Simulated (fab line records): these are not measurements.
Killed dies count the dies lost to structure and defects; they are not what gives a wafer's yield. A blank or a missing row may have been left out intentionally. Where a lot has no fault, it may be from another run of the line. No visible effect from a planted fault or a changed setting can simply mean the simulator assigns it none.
fab line records :: flow sky130
record
  lots=5
  wafers=15
  last_day=50
route steps=708 shown POLY_CUT@317 SD_P@320 RES_XHIGH@332 SD_N@342 PAD_OPEN@708
lots that met no fault: from a run of the same line without faults
start_h: hours from the record's opening day to when the first of the lot's shown wafers began :: wait_h: hours from the lot's prior step to this one :: " unchanged from the row above :: L1.1+2: a single row standing in for several wafers :: - no value, or no start given :: * or withheld: withheld :: < > ~ a bound
route shown NAME@n: names a module that has steps shown in the file, with the first one's number in the route :: usual: average and standard deviation across the fault-free wafers :: same: alike in all rows :: chamber/n: place in a boat :: sites: each site's reading :: _std_site: the values' standard deviation :: _edge_site: the outer-site mean with the inner-site mean subtracted :: radius_mm: how far each site lies from the wafer's centre :: mask NAME#n: copy n :: behind: the tool/chamber that last shaped the wafer :: hold: why the lot was held/for how many hours/how that ended :: device: the transistor (n, p or np) that didn't switch :: end of line: the route-end tests of the same wafers :: a step without rows: its recipe alone :: killed: at the first sort, the dies lost to defects and structure; wafer yield is something else :: map: the dies of a wafer, with x for killed, . for not killed, _ for no die there
set.NAME: the setting as run; set.NAME@STEP: as run at that earlier step :: model.NAME: the simulator's own value behind a step, which no gauge read
lots seen at some steps along the route; tables by step, rows by wafer
services: from which hour (start_h, from the record's first day; less than 0 if before it) a tool's chamber was out of use, for how many hours, and why
## steps
# step SKY_POLY_CUT_ETCH_10
# recipe
  chemistry=N2/H2
  target=BARC
  ion_energy_ev=200
  source_w=500
  bias_w=100
  pressure_mtorr=30
  n2_flow_sccm=100
  h2_flow_sccm=200
  stop_on=SiO2
  time_s=45.9
  target_depth_a=600
# step SKY_POLY_CUT_ETCH_11
# recipe
  target=Si3N4
  chemistry=CF4/CH2F2/Ar
  stop_on=poly-Si
  source_w=600
  bias_w=150
  pressure_mtorr=40
  cf4_flow_sccm=40
  ch2f2_flow_sccm=20
  Ar_flow_sccm=150
  time_s=42.5
  target_depth_a=600
# step SKY_POLY_CUT_STRIP_12
# recipe
  chemistry=O2/N2
  power_w=1400
  pressure_mtorr=1500
  platen_temp_c=withheld
  o2_flow_sccm=3000
  n2_flow_sccm=300
  overash_fraction=0.5
# step SKY_SD_P_DEHYDRATE_00
# recipe
  temp_c=200
  time_s=60
# step SKY_SD_P_HMDS_01
# recipe
  prime_time_s=60
  prime_temp_c=120
# step SKY_SD_P_COAT_02
# recipe
  resist=NOVOLAK
  spin_rpm=3000
  resist_thk_nm=1140
# step SKY_SD_P_SOFTBAKE_03
# recipe
  temp_c=90
  time_s=60
  resist=NOVOLAK
# step SKY_SD_P_EXPOSE_04
# recipe
  mask_id=PSDM
  na=0.6
  source_shape=conventional
  sigma_outer=0.6
  polarization=unpolarized
  target_cd_nm=380
  dose_mj=138
# step SKY_SD_P_PEB_05
# recipe
  temp_c=withheld
  time_s=*
  resist=NOVOLAK
# step SKY_SD_P_DEVELOP_06
# recipe
  resist=NOVOLAK
  developer=TMAH
  develop_time_s=62.08
  dev_temp_c=23
# step SKY_SD_P_IMPLANT_09
# recipe
  species=BF2
  energy_kev=20
  dose_cm2=3e+15
  tilt_deg=0
# usual
  beam_energy_keV=20.001/0.0063
  tilt_deg=0.000/0.021
lot.wafer: L856.1
tool: implanter-03
chamber: 0
start_h: 681.54
wait_h: 0.0
beam_energy_keV: 20.007
tilt_deg: -0.031

lot.wafer: L856.3
tool: implanter-03
chamber: 0
start_h: 681.54
wait_h: 0.0
beam_energy_keV: 20.007
tilt_deg: -0.036

lot.wafer: L856.6
tool: implanter-03
chamber: 0
start_h: 681.54
wait_h: 0.0
beam_energy_keV: 19.989
tilt_deg: -0.018

lot.wafer: L860.4
tool: implanter-03
chamber: 0
start_h: 713.42
wait_h: 0.1
beam_energy_keV: 20.005
tilt_deg: 4.611

lot.wafer: L860.5
tool: implanter-03
chamber: 0
start_h: 713.42
wait_h: 0.1
beam_energy_keV: 20.016
tilt_deg: 4.599

lot.wafer: L860.6
tool: implanter-03
chamber: 0
start_h: 713.42
wait_h: 0.1
beam_energy_keV: 20.011
tilt_deg: 4.623

lot.wafer: L861.1
tool: implanter-03
chamber: 0
start_h: 713.64
wait_h: 0.0
beam_energy_keV: 20.002
tilt_deg: 4.576

lot.wafer: L861.3
tool: implanter-03
chamber: 0
start_h: 713.64
wait_h: 0.0
beam_energy_keV: 20.009
tilt_deg: 4.602

lot.wafer: L861.5
tool: implanter-03
chamber: 0
start_h: 713.64
wait_h: 0.0
beam_energy_keV: 20.012
tilt_deg: 4.577

lot.wafer: L863.1
tool: implanter-03
chamber: 0
start_h: 731.94
wait_h: 0.0
beam_energy_keV: 19.996
tilt_deg: 4.606

lot.wafer: L863.4
tool: implanter-03
chamber: 0
start_h: 731.94
wait_h: 0.0
beam_energy_keV: 19.995
tilt_deg: 4.655

lot.wafer: L863.6
tool: implanter-03
chamber: 0
start_h: 731.94
wait_h: 0.0
beam_energy_keV: 20.000
tilt_deg: 4.584

lot.wafer: L868.1
tool: implanter-04
chamber: 0
start_h: 770.49
wait_h: 0.0
beam_energy_keV: 20.004
tilt_deg: 0.011

lot.wafer: L868.2
tool: implanter-04
chamber: 0
start_h: 770.49
wait_h: 0.0
beam_energy_keV: 19.994
tilt_deg: -0.043

lot.wafer: L868.5
tool: implanter-04
chamber: 0
start_h: 770.49
wait_h: 0.0
beam_energy_keV: 19.998
tilt_deg: -0.033
# step SKY_SD_P_STRIP_10
# recipe
  chemistry=O2/N2
  power_w=1400
  pressure_mtorr=1500
  platen_temp_c=withheld
  o2_flow_sccm=3000
  n2_flow_sccm=300
  overash_fraction=0.5
# step SKY_SD_P_TW_MEAS_11
# usual
  SD_P_TW=2825/36
lot.wafer: L856.1
tool: film_metro-04
chamber: -
start_h: 681.79
wait_h: 0.1
SD_P_TW: 2847

lot.wafer: L856.3
tool: film_metro-04
chamber: -
start_h: 681.79
wait_h: 0.1
SD_P_TW: 2852

lot.wafer: L856.6
tool: film_metro-04
chamber: -
start_h: 681.79
wait_h: 0.1
SD_P_TW: 2836

lot.wafer: L860.4
tool: film_metro-04
chamber: -
start_h: 713.62
wait_h: 0.1
SD_P_TW: 3015

lot.wafer: L860.5
tool: film_metro-04
chamber: -
start_h: 713.62
wait_h: 0.1
SD_P_TW: 3025

lot.wafer: L860.6
tool: film_metro-04
chamber: -
start_h: 713.62
wait_h: 0.1
SD_P_TW: 3009

lot.wafer: L861.1
tool: film_metro-03
chamber: -
start_h: 713.89
wait_h: 0.1
SD_P_TW: 2999

lot.wafer: L861.3
tool: film_metro-03
chamber: -
start_h: 713.89
wait_h: 0.1
SD_P_TW: 2996

lot.wafer: L861.5
tool: film_metro-03
chamber: -
start_h: 713.89
wait_h: 0.1
SD_P_TW: 3009

lot.wafer: L863.1
tool: film_metro-02
chamber: -
start_h: 732.19
wait_h: 0.1
SD_P_TW: 2959

lot.wafer: L863.4
tool: film_metro-02
chamber: -
start_h: 732.19
wait_h: 0.1
SD_P_TW: 2952

lot.wafer: L863.6
tool: film_metro-02
chamber: -
start_h: 732.19
wait_h: 0.1
SD_P_TW: 2956

lot.wafer: L868.1
tool: film_metro-02
chamber: -
start_h: 770.74
wait_h: 0.1
SD_P_TW: 2762

lot.wafer: L868.2
tool: film_metro-02
chamber: -
start_h: 770.74
wait_h: 0.1
SD_P_TW: 2767

lot.wafer: L868.5
tool: film_metro-02
chamber: -
start_h: 770.74
wait_h: 0.1
SD_P_TW: 2766
# step SKY_RES_XHIGH_DEHYDRATE_00
# recipe
  temp_c=200
  time_s=60
# step SKY_RES_XHIGH_HMDS_01
# recipe
  prime_time_s=60
  prime_temp_c=120
# step SKY_RES_XHIGH_COAT_02
# recipe
  resist=NOVOLAK
  spin_rpm=3000
  resist_thk_nm=1140
# step SKY_RES_XHIGH_SOFTBAKE_03
# recipe
  temp_c=90
  time_s=60
  resist=NOVOLAK
# step SKY_RES_XHIGH_EXPOSE_04
# recipe
  mask_id=URPM
  na=0.6
  source_shape=conventional
  sigma_outer=0.6
  polarization=unpolarized
  target_cd_nm=1270
  dose_mj=140
# step SKY_RES_XHIGH_PEB_05
# recipe
  temp_c=withheld
  time_s=*
  resist=NOVOLAK
# step SKY_RES_XHIGH_DEVELOP_06
# recipe
  resist=NOVOLAK
  developer=TMAH
  develop_time_s=60
  dev_temp_c=23
# step SKY_RES_XHIGH_IMPLANT_07
# recipe
  species=BF2
  energy_kev=20
  dose_cm2=3.6e+14
  tilt_deg=0
# step SKY_RES_XHIGH_STRIP_08
# recipe
  chemistry=O2/N2
  power_w=1400
  pressure_mtorr=1500
  platen_temp_c=withheld
  o2_flow_sccm=3000
  n2_flow_sccm=300
  overash_fraction=0.5
# step SKY_SD_N_DEHYDRATE_00
# recipe
  temp_c=200
  time_s=60
# step SKY_SD_N_HMDS_01
# recipe
  prime_time_s=60
  prime_temp_c=120
# step SKY_SD_N_COAT_02
# recipe
  resist=NOVOLAK
  spin_rpm=3000
  resist_thk_nm=1140
# step SKY_SD_N_SOFTBAKE_03
# recipe
  temp_c=90
  time_s=60
  resist=NOVOLAK
# step SKY_SD_N_EXPOSE_04
# recipe
  mask_id=NSDM
  na=0.6
  source_shape=conventional
  sigma_outer=0.6
  polarization=unpolarized
  target_cd_nm=380
  dose_mj=141
# step SKY_SD_N_PEB_05
# recipe
  temp_c=withheld
  time_s=*
  resist=NOVOLAK
# step SKY_SD_N_DEVELOP_06
# recipe
  resist=NOVOLAK
  developer=TMAH
  develop_time_s=60
  dev_temp_c=23
# step SKY_SD_N_IMPLANT_09
# recipe
  species=As
  energy_kev=50
  dose_cm2=4e+15
  tilt_deg=0
# step SKY_SD_N_IMPLANT_10
# recipe
  species=P
  energy_kev=20.2
  dose_cm2=1e+14
  tilt_deg=0
# step SKY_SD_N_STRIP_11
# recipe
  chemistry=O2/N2
  power_w=1400
  pressure_mtorr=1500
  platen_temp_c=withheld
  o2_flow_sccm=3000
  n2_flow_sccm=300
  overash_fraction=0.5
# step SKY_SD_N_CLEAN_13
# recipe
  chemistry=SC1/SC2
  mix=1:4:20
  temp_c=70
  time_s=150
  dry=n2_spin
# step SKY_SD_N_RTA_14
# recipe
  temp_c=1075
  time_s=2
  idle_temp_c=650
  ramp_up_c_per_s=150
  ramp_down_c_per_s=90
  ambient=N2
# step SKY_SD_N_RS_MEAS_17
# recipe
  thk_meas_gauge=four-point-probe
# usual
  SD_P_RS=146.8/0.37
lot.wafer: L856.1
tool: film_metro-02
chamber: -
start_h: 738.75
wait_h: 0.1
SD_P_RS[ohm/sq]: 146.7

lot.wafer: L856.3
tool: film_metro-02
chamber: -
start_h: 738.75
wait_h: 0.1
SD_P_RS[ohm/sq]: 147.0

lot.wafer: L856.6
tool: film_metro-02
chamber: -
start_h: 738.75
wait_h: 0.1
SD_P_RS[ohm/sq]: 147.0

lot.wafer: L860.4
tool: film_metro-04
chamber: -
start_h: 767.81
wait_h: 0.1
SD_P_RS[ohm/sq]: 140.5

lot.wafer: L860.5
tool: film_metro-04
chamber: -
start_h: 767.81
wait_h: 0.1
SD_P_RS[ohm/sq]: 140.7

lot.wafer: L860.6
tool: film_metro-04
chamber: -
start_h: 767.81
wait_h: 0.1
SD_P_RS[ohm/sq]: 140.8

lot.wafer: L861.1
tool: film_metro-04
chamber: -
start_h: 768.40
wait_h: 0.1
SD_P_RS[ohm/sq]: 140.0

lot.wafer: L861.3
tool: film_metro-04
chamber: -
start_h: 768.40
wait_h: 0.1
SD_P_RS[ohm/sq]: 140.3

lot.wafer: L861.5
tool: film_metro-04
chamber: -
start_h: 768.40
wait_h: 0.1
SD_P_RS[ohm/sq]: 139.9

lot.wafer: L863.1
tool: film_metro-04
chamber: -
start_h: 787.37
wait_h: 0.1
SD_P_RS[ohm/sq]: 139.8

lot.wafer: L863.4
tool: film_metro-04
chamber: -
start_h: 787.37
wait_h: 0.1
SD_P_RS[ohm/sq]: 139.9

lot.wafer: L863.6
tool: film_metro-04
chamber: -
start_h: 787.37
wait_h: 0.1
SD_P_RS[ohm/sq]: 140.0

lot.wafer: L868.1
tool: film_metro-04
chamber: -
start_h: 824.45
wait_h: 0.1
SD_P_RS[ohm/sq]: 146.2

lot.wafer: L868.2
tool: film_metro-04
chamber: -
start_h: 824.45
wait_h: 0.1
SD_P_RS[ohm/sq]: 146.5

lot.wafer: L868.5
tool: film_metro-04
chamber: -
start_h: 824.45
wait_h: 0.1
SD_P_RS[ohm/sq]: 146.2
# step SKY_PAD_OPEN_PROBE_99
# usual
  killed_at_M0_to_M3=44/7.5
  killed_at_M4_up=3.3/1.8
  killed_at_contacts=25/5.9
  killed_at_front_end=16/4.7
  killed_at_other=0.3/0.52
  killed_dies=89/9.9
  killed_open=49/7.8
  killed_short=40/5.8
# same
  gross_dies=492
  killed_at_back_side=0
lot.wafer: L860.4
tool: prober-01
chamber: -
start_h: 1162.94
wait_h: 0.2
killed_at_M0_to_M3: 41
killed_at_M4_up: 7
killed_at_contacts: 33
killed_at_front_end: 12
killed_at_other: 0
killed_dies: 93
killed_open: 50
killed_short: 43

lot.wafer: L860.5
tool: prober-01
chamber: -
start_h: 1162.99
wait_h: 0.2
killed_at_M0_to_M3: 50
killed_at_M4_up: 3
killed_at_contacts: 29
killed_at_front_end: 15
killed_at_other: 0
killed_dies: 97
killed_open: 57
killed_short: 40

lot.wafer: L860.6
tool: prober-01
chamber: -
start_h: 1163.04
wait_h: 0.2
killed_at_M0_to_M3: 27
killed_at_M4_up: 7
killed_at_contacts: 28
killed_at_front_end: 19
killed_at_other: 0
killed_dies: 81
killed_open: 38
killed_short: 43

lot.wafer: L861.1
tool: prober-02
chamber: -
start_h: 1163.11
wait_h: 0.1
killed_at_M0_to_M3: 47
killed_at_M4_up: 5
killed_at_contacts: 20
killed_at_front_end: 15
killed_at_other: 0
killed_dies: 87
killed_open: 49
killed_short: 38

lot.wafer: L861.3
tool: prober-02
chamber: -
start_h: 1163.21
wait_h: 0.2
killed_at_M0_to_M3: 43
killed_at_M4_up: 2
killed_at_contacts: 30
killed_at_front_end: 25
killed_at_other: 0
killed_dies: 100
killed_open: 55
killed_short: 45

lot.wafer: L861.5
tool: prober-02
chamber: -
start_h: 1163.31
wait_h: 0.2
killed_at_M0_to_M3: 50
killed_at_M4_up: 4
killed_at_contacts: 26
killed_at_front_end: 20
killed_at_other: 0
killed_dies: 100
killed_open: 57
killed_short: 43

lot.wafer: L863.1
tool: prober-02
chamber: -
start_h: 1174.21
wait_h: 0.1
killed_at_M0_to_M3: 52
killed_at_M4_up: 1
killed_at_contacts: 18
killed_at_front_end: 13
killed_at_other: 0
killed_dies: 84
killed_open: 50
killed_short: 34

lot.wafer: L863.4
tool: prober-02
chamber: -
start_h: 1174.36
wait_h: 0.2
killed_at_M0_to_M3: 44
killed_at_M4_up: 4
killed_at_contacts: 26
killed_at_front_end: 16
killed_at_other: 0
killed_dies: 90
killed_open: 40
killed_short: 50

lot.wafer: L863.6
tool: prober-02
chamber: -
start_h: 1174.46
wait_h: 0.2
killed_at_M0_to_M3: 32
killed_at_M4_up: 4
killed_at_contacts: 21
killed_at_front_end: 13
killed_at_other: 1
killed_dies: 71
killed_open: 37
killed_short: 34
# killed by level:class
L860.4 CONTACT:geometric_particle:open=15 VIA1:geometric_particle:open=14 VIA2:geometric_particle:short=7 LOCAL_INTERCONNECT:geometric_particle:short=6 CONTACT:geometric_particle:short=5 METAL1:geometric_particle:short=5 VIA4:geometric_particle:open=4 FIELD_ISO:geometric_particle:short=3
L860.5 VIA1:geometric_particle:open=13 VIA3:geometric_particle:open=10 VIA1:geometric_particle:short=9 LI_CONTACT:geometric_particle:open=7 CONTACT:geometric_particle:short=7 CONTACT:geometric_particle:open=7 VIA2:geometric_particle:open=7 FIELD_ISO:geometric_particle:open=5
L860.6 LOCAL_INTERCONNECT:geometric_particle:short=7 CONTACT:geometric_particle:open=7 VIA1:geometric_particle:open=7 METAL4:geometric_particle:short=7 LI_CONTACT:geometric_particle:open=6 LI_CONTACT:geometric_particle:short=5 VIA1:geometric_particle:short=5 FIELD_ISO:geometric_particle:open=4
L861.1 CONTACT:geometric_particle:open=7 VIA1:geometric_particle:open=7 VIA3:geometric_particle:open=7 METAL1:geometric_particle:short=6 LI_CONTACT:geometric_particle:open=6 VIA2:geometric_particle:short=6 CONTACT:geometric_particle:short=5 VIA2:geometric_particle:open=5
L861.3 VIA1:geometric_particle:open=13 CONTACT:geometric_particle:open=12 LI_CONTACT:geometric_particle:open=8 FIELD_ISO:geometric_particle:open=7 FIELD_ISO:geometric_particle:short=7 METAL1:geometric_particle:short=7 CONTACT:geometric_particle:short=6 POLY_GATE:geometric_particle:short=5
L861.5 CONTACT:geometric_particle:open=10 VIA2:geometric_particle:open=10 LI_CONTACT:geometric_particle:open=8 VIA1:geometric_particle:open=8 POLY_GATE:geometric_particle:short=6 VIA3:geometric_particle:open=6 FIELD_ISO:geometric_particle:short=5 VIA2:geometric_particle:short=5
L863.1 VIA1:geometric_particle:open=13 VIA3:geometric_particle:open=8 LI_CONTACT:geometric_particle:open=7 CONTACT:geometric_particle:open=7 METAL2:geometric_particle:short=7 METAL1:geometric_particle:short=7 POLY_GATE:geometric_particle:short=5 VIA2:geometric_particle:open=5
L863.4 VIA1:geometric_particle:open=13 CONTACT:geometric_particle:open=12 LOCAL_INTERCONNECT:geometric_particle:short=9 FIELD_ISO:geometric_particle:short=8 METAL2:geometric_particle:short=8 VIA3:geometric_particle:short=5 VIA3:geometric_particle:open=5 METAL1:geometric_particle:short=4
L863.6 VIA1:geometric_particle:open=11 METAL3:geometric_particle:short=6 CONTACT:geometric_particle:open=5 POLY_GATE:geometric_particle:short=4 LI_CONTACT:geometric_particle:short=4 VIA1:geometric_particle:short=4 VIA2:geometric_particle:open=4 FIELD_ISO:geometric_particle:open=3
## services
tool: implanter-03
chamber: -
start_h: 691.05
hours: 3.7
kind: pm

tool: implanter-03
chamber: -
start_h: 700.85
hours: 9.4
kind: repair

tool: implanter-04
chamber: -
start_h: 720.41
hours: 3.2
kind: repair
## key
first_sign
  step=SKY_SD_P_IMPLANT_09
  reading=tilt_deg
  direction=up
  sigmas=99+
  usual=*
  struck=*
effect
  step=SKY_SD_P_TW_MEAS_11
  reading=SD_P_TW
  direction=up
  sigmas=4.6
  usual=2825
  struck=2991
effect
  step=SKY_SD_N_RS_MEAS_17
  reading=SD_P_RS
  direction=down
  sigmas=18
  usual=146.8
  struck=140.2
met_at SKY_SD_P_IMPLANT_09
struck_wafers L860.4,L860.5,L860.6,L861.1,L861.3,L861.5,L863.1,L863.4,L863.6
tester_left_out L860,L861,L863
fault
  kind=process_parameter_drift
  tool=implanter-03
  chamber=-
  onset_h=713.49
  steps=SKY_SD_P_IMPLANT_09
  channel=tilt_deg
  offset=*
  shape=step
  end_h=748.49
  acts_in=*
  stated=*
# tester_left_out: of these lots the tester's yield and bins aren't shown, on N5 and GAA mostly nor the transistor test; their killed dies are dies lost to structure and defects alone, not to doping, threshold or leakage, so they don't give the yield
